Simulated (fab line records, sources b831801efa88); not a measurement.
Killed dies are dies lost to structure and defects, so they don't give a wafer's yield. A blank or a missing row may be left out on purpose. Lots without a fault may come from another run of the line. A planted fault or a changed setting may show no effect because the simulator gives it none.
One fault seen from 2 desks | flow gf180mcu | each desk has only its own numbers; what lay behind them comes last

THE TOOL OWNER'S DESK: implanter-04
The tool's own readings at GF_HV_LDD_IMPLANT_48: means of the sampled wafers that have a number, for each lot that ran on this tool. A lot is out of limits, marked OUT, if its mean lies more than 4 standard deviations from the usual mean; the brackets give that distance.
Columns: A = dose_ions_cm2 at GF_HV_LDD_IMPLANT_48, usual 3e+13; B = faraday_current_uA at GF_HV_LDD_IMPLANT_48, usual 169; C = tilt_deg at GF_HV_LDD_IMPLANT_48, usual 7.001 degrees
lot  | first seen here | A                       | B                     | C
L209 | day 12 17:35    | 3e+13                   | 172                   | 7.022
L213 | day 13 19:12    | 3e+13                   | 173                   | 6.991
L214 | day 14 03:39    | 3e+13                   | 173                   | 7.009
L217 | day 15 06:20    | 3e+13                   | 170                   | 6.998
L220 | day 16 00:11    | 3e+13                   | 169                   | 7.035
L226 | day 18 06:24    | 3e+13                   | 170                   | 6.997
L228 | day 19 01:48    | 1e+14 (+99 or more) OUT | 638 (+99 or more) OUT | 6.999
L229 | day 19 17:36    | 1e+14 (+99 or more) OUT | 630 (+99 or more) OUT | 7.029
This desk's finding: out of limits on L228, L229; first on L228, day 19 01:48 (dose_ions_cm2 at GF_HV_LDD_IMPLANT_48). In limits: L209, L213, L214, L217, L220, L226.

THE METROLOGY DESK
What the gauges read, lot by lot, whatever tool the lot ran on: means of the sampled wafers that have a number. A lot is out of limits, marked OUT, if its mean lies more than 4 standard deviations from the usual mean; the brackets give that distance.
Columns: A = HV_LDD_01_OVL at GF_HV_LDD_OVL_MEAS_20, usual 0.7 nm; B = cd_nm at GF_HV_LDD_CD_MEAS_31, usual 400.1 nm; C = HV_LDD_4_TW at GF_HV_LDD_TW_MEAS_50, usual 565.8; D = HV_LDD_CVD_56_THK at GF_HV_LDD_THK_MEAS_57, usual 90.0 nm
lot  | first seen here | A    | B     | C                       | D
L208 | day 10 17:57    | -0.4 | 398.6 | 564.9                   | 89.4
L209 | day 11 03:42    | -0.6 | 395.3 | 565.5                   | 89.1
L211 | day 11 16:48    | 0.9  | 403.3 | 571.0                   | 90.6
L213 | day 12 02:51    | 2.6  | 403.3 | 570.0                   | 90.8
L214 | day 12 10:14    | 0.7  | 404.1 | 567.3                   | 90.3
L217 | day 13 12:03    | 1.9  | 398.7 | 561.3                   | 89.3
L219 | day 14 00:15    | 1.5  | 400.4 | 565.8                   | 90.1
L220 | day 14 05:28    | 1.2  | 402.4 | 563.9                   | 89.0
L221 | day 14 13:10    | 1.9  | 398.7 | 567.7                   | 89.6
L226 | day 16 07:21    | 1.3  | 396.4 | 565.2                   | 90.6
L228 | day 17 02:00    | 2.4  | 399.9 | 862.8 (+99 or more) OUT | 90.1
L229 | day 17 16:33    | 1.5  | 398.9 | 858.4 (+99 or more) OUT | 89.9
L231 | day 18 01:39    | 1.2  | 398.5 | 563.6                   | 90.4
L230 | day 18 05:20    | 1.5  | 398.0 | 563.0                   | 91.0
This desk's finding: out of limits on L228, L229; first on L228, day 19 02:03 (HV_LDD_4_TW at GF_HV_LDD_TW_MEAS_50). In limits: L208, L209, L211, L213, L214, L217, L219, L220, L221, L226, L231, L230.

PUT TOGETHER
The tool owner's desk could have raised an alarm at day 19 01:48, on L228, L229.
The metrology desk could have raised an alarm at day 19 02:03, on L228, L229.
Of the lots named, all ran GF_HV_LDD_IMPLANT_48 on implanter-04.

WHAT THE SIMULATOR HAD PUT IN
Process parameter drift: implanter-04, from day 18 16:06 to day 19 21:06, at GF_HV_LDD_IMPLANT_48. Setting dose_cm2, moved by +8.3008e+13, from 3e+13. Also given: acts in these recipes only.
Lots struck among those shown: L228, L229.
Hours from the fault's start to each desk's first reading out of limits: the tool owner's desk, 10; the metrology desk, 10.
